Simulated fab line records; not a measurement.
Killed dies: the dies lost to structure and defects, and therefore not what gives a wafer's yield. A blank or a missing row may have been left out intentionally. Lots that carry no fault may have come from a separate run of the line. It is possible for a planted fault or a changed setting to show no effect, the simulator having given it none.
fab line records | flow sky130
record lots=12 | wafers=34 | lastDay=50
route steps=708 shown LDD_HVP@288 SD_N@349 LI_CONTACT@362 PAD_OPEN@708
lots untouched by any fault: they come from a run of this same line in which no faults occurred
startH: start of the lot's first displayed wafer, in hours after the record's first day | waitH: time in hours since the lot's previous step | " identical to the entry in the row above | L1.1+2: several wafers, shown together as one row | - either no value or no given start | * or withheld: withheld | < > ~ a bound
route shown NAME@n: names a module that has steps shown in the file, with the first one's number in the route | usual: average and standard deviation across the fault-free wafers | same: alike in all rows | chamber/n: place in a boat | sites: readings site by site | _std_site: how widely they spread, as a standard deviation | _edge_site: outer sites' mean less inner sites' | radiusMm: for every site, how far away it sits from the centre of the wafer | mask NAME#n: copy n | behind: the most recent tool/chamber to have shaped the wafer | hold: why the lot went on hold/how many hours it stayed there/how the hold came to an end | device: the n, p or np transistor that did not switch | end of line: tests of these same wafers at the route's end | a step without rows: its recipe alone | killed: dies that structure and defects cost at the first sort, which is not the same as the wafer's yield | map: a wafer's dies, marking killed ones x, the rest . and places with no die _
set.NAME: the setting that was run; set.NAME@STEP: the one run at that earlier step | model.NAME: the simulator's own value behind a step, which no gauge read
one table for each step of the route and one row for each wafer, over a sample of lots
services: when a tool's chamber went out of use (startH, in hours from the record's first day, below 0 if earlier), for how many hours, and the reason
## steps
# step SKY_LDD_HVP_TW_MEAS_10
# usual LDD_HVP_TW=455/7.5
lot.wafer | tool         | chamber | startH | waitH | LDD_HVP_TW
L103.3    | filmMetro-04 | -       | 552.61 | 0.1   | 446
L103.4    | "            | -       | "      | "     | 443
L103.6    | "            | -       | "      | "     | 441
L105.2    | filmMetro-03 | -       | 552.90 | 0.1   | 449
L105.3    | "            | -       | "      | "     | 450
L105.4    | "            | -       | "      | "     | 449
L107.2    | filmMetro-03 | -       | 556.47 | 0.1   | 449
L107.4    | "            | -       | "      | "     | 450
L107.6    | "            | -       | "      | "     | 448
L106.3    | filmMetro-02 | -       | 557.13 | 0.1   | 465
L106.4    | "            | -       | "      | "     | 465
L106.6    | "            | -       | "      | "     | 465
L108.2    | filmMetro-04 | -       | 558.05 | 0.1   | 445
L108.5    | "            | -       | "      | "     | 442
L108.6    | "            | -       | "      | "     | 446
L110.2    | filmMetro-04 | -       | 571.27 | 0.1   | 443
L110.3    | "            | -       | "      | "     | 443
L110.5    | "            | -       | "      | "     | 443
L109.3    | filmMetro-03 | -       | 572.09 | 0.1   | 448
L109.4    | "            | -       | "      | "     | 449
L109.6    | "            | -       | "      | "     | 448
L112.2    | filmMetro-02 | -       | 588.53 | 0.1   | 465
L112.3    | "            | -       | "      | "     | 467
L112.4    | "            | -       | "      | "     | 465
L113.3    | filmMetro-03 | -       | 592.53 | 0.1   | 451
L113.4    | "            | -       | "      | "     | 453
L113.6    | "            | -       | "      | "     | 453
L119.3    | filmMetro-04 | -       | 653.23 | 0.1   | 449
L119.6    | "            | -       | "      | "     | 448
L121.3    | filmMetro-03 | -       | 664.05 | 0.1   | 454
L121.5    | "            | -       | "      | "     | 453
L123.2    | filmMetro-02 | -       | 680.30 | 0.1   | 460
L123.3    | "            | -       | "      | "     | 463
L123.6    | "            | -       | "      | "     | 460
# step SKY_SD_N_CD_MEAS_07
# recipe targetCdNm=380
# usual cdNm=379.9/2.4
lot.wafer | tool     | chamber | startH | waitH | cdNm
L103.3    | cdSem-02 | -       | 699.68 | 0.1   | 383.1
L103.4    | "        | -       | "      | "     | 385.9
L103.6    | "        | -       | "      | "     | 381.8
L105.2    | cdSem-02 | -       | 699.96 | 0.1   | 383.1
L105.3    | "        | -       | "      | "     | 380.4
L105.4    | "        | -       | "      | "     | 380.5
L107.2    | cdSem-01 | -       | 702.32 | 0.1   | 382.3
L107.4    | "        | -       | "      | "     | 380.1
L107.6    | "        | -       | "      | "     | 382.5
L108.2    | cdSem-01 | -       | 703.52 | 0.1   | 379.6
L108.5    | "        | -       | "      | "     | 380.3
L108.6    | "        | -       | "      | "     | 381.3
L106.3    | cdSem-02 | -       | 704.08 | 0.1   | 380.3
L106.4    | "        | -       | "      | "     | 379.7
L106.6    | "        | -       | "      | "     | 381.3
L110.2    | cdSem-01 | -       | 716.42 | 0.1   | 376.8
L110.3    | "        | -       | "      | "     | 377.5
L110.5    | "        | -       | "      | "     | 379.6
L109.3    | cdSem-01 | -       | 716.74 | 0.1   | 380.0
L109.4    | "        | -       | "      | "     | 382.9
L109.6    | "        | -       | "      | "     | 380.6
L112.2    | cdSem-02 | -       | 733.06 | 0.1   | 377.6
L112.3    | "        | -       | "      | "     | 377.7
L112.4    | "        | -       | "      | "     | 378.6
L113.3    | cdSem-02 | -       | 739.49 | 0.1   | 380.0
L113.4    | "        | -       | "      | "     | 379.5
L113.6    | "        | -       | "      | "     | 380.7
L119.3    | cdSem-01 | -       | 792.46 | 0.1   | 384.7
L119.6    | "        | -       | "      | "     | 379.7
L121.3    | cdSem-02 | -       | 803.84 | 0.1   | 379.6
L121.5    | "        | -       | "      | "     | 377.6
L123.2    | cdSem-01 | -       | 817.87 | 0.1   | 375.4
L123.3    | "        | -       | "      | "     | 374.3
L123.6    | "        | -       | "      | "     | 371.3
# step SKY_LI_CONTACT_HDPCVD_00
# recipe material=PSG | targetThkNm=930 | sigmaOpenFrac=0.3 | timeS=155 | tempC=600 | sih4FlowSccm=60 | pressureMtorr=6
# usual runLengthS=182.8/0.5 | susceptorTempC=600.00/0.27
lot.wafer | tool      | chamber | startH | waitH | runLengthS | susceptorTempC
L103.3    | hdpcvd-01 | 0       | 700.86 | 0.0   | 183.0      | 600.12
L103.4    | "         | 0       | "      | "     | 183.1      | 600.04
L103.6    | "         | 1       | "      | "     | 182.9      | 599.34
L105.2    | hdpcvd-01 | 0       | 701.16 | 0.0   | 183.4      | 600.11
L105.3    | "         | 1       | "      | "     | 182.7      | 599.87
L105.4    | "         | 0       | "      | "     | 182.7      | 600.23
L107.2    | hdpcvd-02 | 0       | 703.52 | 0.0   | 182.3      | 599.60
L107.4    | "         | 1       | "      | "     | 182.7      | 600.48
L107.6    | "         | 0       | "      | "     | 182.5      | 599.80
L108.2    | hdpcvd-01 | 2       | 704.76 | 0.0   | 183.3      | 599.80
L108.5    | "         | 2       | "      | "     | 182.7      | 599.43
L108.6    | "         | 0       | "      | "     | 182.9      | 600.00
L106.3    | hdpcvd-02 | 0       | 705.26 | 0.0   | 182.0      | 599.93
L106.4    | "         | 0       | "      | "     | 181.8      | 599.62
L106.6    | "         | 2       | "      | "     | 183.9      | 599.87
L110.2    | hdpcvd-01 | 2       | 717.62 | 0.0   | 183.0      | 600.25
L110.3    | "         | 1       | "      | "     | 182.5      | 599.58
L110.5    | "         | 2       | "      | "     | 183.0      | 599.86
L109.3    | hdpcvd-02 | 1       | 717.92 | 0.0   | 183.5      | 600.26
L109.4    | "         | 2       | "      | "     | 184.0      | 599.65
L109.6    | "         | 0       | "      | "     | 182.2      | 600.37
L112.2    | hdpcvd-02 | 0       | 734.26 | 0.0   | 182.0      | 600.02
L112.3    | "         | 2       | "      | "     | 183.2      | 600.06
L112.4    | "         | 2       | "      | "     | 183.6      | 599.68
L113.3    | hdpcvd-01 | 2       | 740.67 | 0.0   | 183.0      | 600.00
L113.4    | "         | 2       | "      | "     | 183.4      | 599.65
L113.6    | "         | 0       | "      | "     | 183.6      | 600.41
L119.3    | hdpcvd-02 | 2       | 793.64 | 0.0   | 265.2      | 600.27
L119.6    | "         | 2       | "      | "     | 183.3      | 599.42
L121.3    | hdpcvd-02 | 1       | 805.02 | 0.0   | 263.9      | 599.66
L121.5    | "         | 1       | "      | "     | 183.0      | 599.88
L123.2    | hdpcvd-01 | 1       | 819.07 | 0.0   | 182.6      | 600.40
L123.3    | "         | 0       | "      | "     | 182.8      | 600.20
L123.6    | "         | 2       | "      | "     | 182.8      | 600.12
# step SKY_LI_CONTACT_THK_MEAS_01
# recipe reads=PSG_of_LI_CONTACT_HDPCVD_00
# usual LI_CONTACT_HDPCVD_THK=929/8.4
lot.wafer | tool         | chamber | startH | waitH | LI_CONTACT_HDPCVD_THK[nm]
L103.3    | filmMetro-03 | -       | 701.08 | 0.2   | 939
L103.4    | "            | -       | "      | "     | 937
L103.6    | "            | -       | "      | "     | 938
L105.2    | filmMetro-03 | -       | 701.28 | 0.1   | 934
L105.3    | "            | -       | "      | "     | 924
L105.4    | "            | -       | "      | "     | 923
L107.2    | filmMetro-03 | -       | 703.63 | 0.1   | 933
L107.4    | "            | -       | "      | "     | 939
L107.6    | "            | -       | "      | "     | 930
L108.2    | filmMetro-02 | -       | 704.92 | 0.1   | 921
L108.5    | "            | -       | "      | "     | 923
L108.6    | "            | -       | "      | "     | 923
L106.3    | filmMetro-03 | -       | 705.38 | 0.1   | 935
L106.4    | "            | -       | "      | "     | 927
L106.6    | "            | -       | "      | "     | 931
L110.2    | filmMetro-02 | -       | 717.77 | 0.1   | 933
L110.3    | "            | -       | "      | "     | 931
L110.5    | "            | -       | "      | "     | 928
L109.3    | filmMetro-03 | -       | 718.04 | 0.1   | 938
L109.4    | "            | -       | "      | "     | 930
L109.6    | "            | -       | "      | "     | 923
L112.2    | filmMetro-01 | -       | 734.37 | 0.1   | 935
L112.3    | "            | -       | "      | "     | 932
L112.4    | "            | -       | "      | "     | 932
L113.3    | filmMetro-02 | -       | 740.79 | 0.1   | 934
L113.4    | "            | -       | "      | "     | 936
L113.6    | "            | -       | "      | "     | 929
L119.3    | filmMetro-03 | -       | 793.76 | 0.1   | 1409
L119.6    | "            | -       | "      | "     | 925
L121.3    | filmMetro-02 | -       | 805.14 | 0.1   | 1413
L121.5    | "            | -       | "      | "     | 926
L123.2    | filmMetro-03 | -       | 819.18 | 0.1   | 939
L123.3    | "            | -       | "      | "     | 929
L123.6    | "            | -       | "      | "     | 939
# step SKY_LI_CONTACT_CMP_02
# recipe material=PSG | downForcePsi=4 | platenRpm=60 | padVelocityMS=0.94248
# usual motorCurrentA=12.6/1.5 | timeToEndpointS=33.0/2.1
lot.wafer | tool   | chamber | startH | waitH | motorCurrentA | timeToEndpointS
L103.4    | cmp-02 | 3       | 701.22 | 0.1   | 11.1          | 31.5
L103.3    | "      | 0       | "      | "     | 10.6          | 31.1
L103.6    | "      | 1       | "      | "     | 12.4          | 32.2
L105.2    | cmp-02 | 3       | 701.42 | 0.1   | 11.4          | 29.3
L105.4    | "      | 0       | "      | "     | 10.6          | 29.2
L105.3    | "      | 2       | "      | "     | 11.1          | 31.1
L107.4    | cmp-02 | 2       | 703.68 | 0.0   | 12.1          | 34.0
L107.2    | "      | 3       | "      | "     | 10.3          | 31.8
L107.6    | "      | 2       | "      | "     | 12.5          | 31.8
L108.2    | cmp-02 | 2       | 705.07 | 0.1   | 11.3          | 30.5
L108.5    | "      | 0       | "      | "     | 10.1          | 28.5
L108.6    | "      | 1       | "      | "     | 12.4          | 30.8
L106.4    | cmp-01 | 0       | 705.42 | 0.0   | 11.5          | 33.7
L106.3    | "      | 2       | "      | "     | 14.1          | 35.9
L106.6    | "      | 0       | "      | "     | 12.1          | 33.2
L110.3    | cmp-02 | 3       | 717.87 | 0.1   | 11.6          | 35.8
L110.2    | "      | 1       | "      | "     | 11.9          | 36.2
L110.5    | "      | 3       | "      | "     | 11.1          | 33.9
L109.4    | cmp-01 | 0       | 718.08 | 0.0   | 10.9          | 34.4
L109.3    | "      | 2       | "      | "     | 13.2          | 36.7
L109.6    | "      | 1       | "      | "     | 14.0          | 31.7
L112.2    | cmp-02 | 0       | 734.42 | 0.0   | 10.3          | 27.9
L112.4    | "      | 2       | "      | "     | 11.8          | 32.6
L112.3    | "      | 3       | "      | "     | 10.7          | 32.0
L113.3    | cmp-01 | 1       | 740.88 | 0.1   | 14.8          | 34.1
L113.4    | "      | 2       | "      | "     | 13.9          | 36.4
L113.6    | "      | 0       | "      | "     | 11.3          | 35.1
L119.3    | cmp-01 | 3       | 793.85 | 0.1   | 14.5          | 80.6
L119.6    | "      | 3       | "      | "     | 14.5          | 33.6
L121.3    | cmp-01 | 0       | 806.13 | 1.0   | 12.0          | 84.7
L121.5    | "      | 2       | "      | "     | 12.9          | 35.8
L123.2    | cmp-01 | 3       | 819.33 | 0.1   | 14.0          | 32.9
L123.3    | "      | 0       | "      | "     | 11.7          | 31.4
L123.6    | "      | 0       | "      | "     | 11.5          | 31.9
# step SKY_LI_CONTACT_CMP_24
# recipe stopOn=PSG | tOverpolishS=20 | downForcePsi=3.5 | platenRpm=60 | targetThkNm=0 | padVelocityMS=0.94248
# usual motorCurrentA=11.6/1.4 | overpolishRunS=20.000/0.0092 | timeToEndpointS=98/3.4
lot.wafer | tool   | chamber | startH | waitH | motorCurrentA | overpolishRunS | timeToEndpointS
L103.3    | cmp-01 | 0       | 730.65 | 0.0   | 10.8          | 20.006         | 98
L103.4    | "      | 1       | "      | "     | 13.6          | 20.010         | 101
L103.6    | "      | 1       | "      | "     | 13.4          | 19.991         | 103
L105.2    | cmp-01 | 0       | 731.00 | 0.0   | 10.7          | 20.013         | 98
L105.3    | "      | 1       | "      | "     | 13.2          | 20.004         | 97
L105.4    | "      | 3       | "      | "     | 13.7          | 20.008         | 97
L107.4    | cmp-02 | 3       | 732.84 | 0.1   | 10.0          | 19.980         | 96
L107.2    | "      | 1       | "      | "     | 11.0          | 19.998         | 98
L107.6    | "      | 3       | "      | "     | 10.0          | 20.004         | 98
L108.2    | cmp-01 | 3       | 734.70 | 0.1   | 14.2          | 19.998         | 98
L108.5    | "      | 2       | "      | "     | 13.6          | 20.006         | 98
L108.6    | "      | 3       | "      | "     | 13.4          | 20.017         | 99
L106.4    | cmp-02 | 0       | 735.00 | 0.0   | 9.6           | 20.015         | 90
L106.3    | "      | 2       | "      | "     | 10.6          | 20.000         | 102
L106.6    | "      | 1       | "      | "     | 11.2          | 19.991         | 95
L110.3    | cmp-01 | 2       | 748.35 | 0.9   | 12.9          | 20.000         | 106
L110.2    | "      | 0       | "      | "     | 10.3          | 20.028         | 106
L110.5    | "      | 1       | "      | "     | 13.4          | 19.992         | 100
L109.3    | cmp-01 | 1       | 748.60 | 1.0   | 13.5          | 20.006         | 99
L109.4    | "      | 2       | "      | "     | 12.3          | 20.011         | 99
L109.6    | "      | 1       | "      | "     | 12.8          | 19.983         | 98
L112.4    | cmp-01 | 0       | 763.10 | 0.0   | 10.7          | 20.009         | 101
L112.2    | "      | 1       | "      | "     | 12.5          | 19.993         | 102
L112.3    | "      | 3       | "      | "     | 13.6          | 20.001         | 104
L113.3    | cmp-02 | 3       | 768.80 | 0.0   | 10.1          | 20.000         | 101
L113.4    | "      | 2       | "      | "     | 10.3          | 19.984         | 101
L113.6    | "      | 0       | "      | "     | 9.9           | 19.991         | 97
L119.3    | cmp-01 | 3       | 822.53 | 0.3   | 13.2          | 19.997         | 97
L119.6    | "      | 0       | "      | "     | 10.3          | 20.008         | 98
L121.3    | cmp-01 | 1       | 833.42 | 0.0   | 13.7          | 19.982         | 100
L121.5    | "      | 1       | "      | "     | 13.3          | 20.011         | 99
L123.2    | cmp-02 | 2       | 847.10 | 0.0   | 10.4          | 19.996         | 95
L123.3    | "      | 3       | "      | "     | 10.3          | 20.012         | 95
L123.6    | "      | 3       | "      | "     | 10.2          | 19.990         | 93
# step SKY_PAD_OPEN_PROBE_99
# usual killed_at_M0_to_M3=43/7 | killed_at_M4_up=3.4/1.9 | killedAtContacts=24/5.4 | killedAtFrontEnd=15/4.4 | killedAtOther=0.4/0.63 | killedDies=86/9.1 | killedOpen=46/6.6 | killedShort=39/6.6
# same grossDies=492 | killedAtBackSide=0
lot.wafer | tool      | chamber | startH  | waitH | killed_at_M0_to_M3 | killed_at_M4_up | killedAtContacts | killedAtFrontEnd | killedAtOther | killedDies | killedOpen | killedShort
L113.3    | prober-01 | -       | 1143.12 | 0.2   | 50                 | 6               | 14               | 16               | 1             | 87         | 44         | 43
# killed by level:class
L113.3 VIA2:geometricParticle:open=9 METAL1:geometricParticle:short=7 VIA3:geometricParticle:open=6 CONTACT:geometricParticle:open=5 VIA1:geometricParticle:open=5 FIELD_ISO:geometricParticle:open=4 POLY_GATE:geometricParticle:open=4 METAL2:geometricParticle:short=4
## services
tool      | chamber | startH | hours | kind
cmp-01    | -       | 701.43 | 2.9   | pm
cmp-01    | -       | 705.72 | 3.9   | pm
hdpcvd-01 | -       | 720.85 | 9.2   | repair
cmp-02    | -       | 735.66 | 0.2   | repair
cmp-01    | -       | 741.61 | 0.6   | repair
cmp-02    | -       | 743.54 | 17.4  | pm
cmp-01    | -       | 744.00 | 4.0   | pm
cmp-01    | -       | 748.00 | -     | consumableReplace:conditioner
cmp-01    | -       | 748.00 | -     | consumableReplace:pad
hdpcvd-01 | 0       | 757.11 | 5.5   | repair
cmp-01    | -       | 802.36 | 3.0   | repair
cmp-02    | -       | 804.24 | 1.8   | repair
cmp-02    | -       | 817.19 | 6.6   | pm
cmp-01    | -       | 834.26 | 2.6   | repair
hdpcvd-01 | 2       | 837.64 | 8.7   | repair
## key
firstSign step=SKY_LI_CONTACT_HDPCVD_00 | reading=runLengthS | direction=up | sigmas=99+ | usual=* | struck=*
effect step=SKY_LI_CONTACT_THK_MEAS_01 | reading=LI_CONTACT_HDPCVD_THK | direction=up | sigmas=57 | usual=929 | struck=1411
effect step=SKY_LI_CONTACT_CMP_02 | reading=timeToEndpointS | direction=up | sigmas=24 | usual=* | struck=*
metAt SKY_LI_CONTACT_HDPCVD_00
struckLots L119,L121
struckWafers L119.3,L121.3
testerLeftOut L119,L121
notActingAt SKY_LDD_HVP_TW_MEAS_10,SKY_SD_N_CD_MEAS_07,SKY_LI_CONTACT_CMP_24
onsetBetween 734.26 793.64
fault kind=processParameterDrift | tool=hdpcvd-02 | chamber=- | onsetH=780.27 | steps=SKY_LI_CONTACT_HDPCVD_00 | channel=timeS | offset=* | shape=step | endH=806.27 | scope=struckWafersOnly | actsIn=* | stated=*
# testerLeftOut: of these lots the tester's yield and bins aren't shown, on N5 and GAA mostly nor the transistor test; their killed dies are dies lost to structure and defects alone, not to doping, threshold or leakage, so they don't give the yield
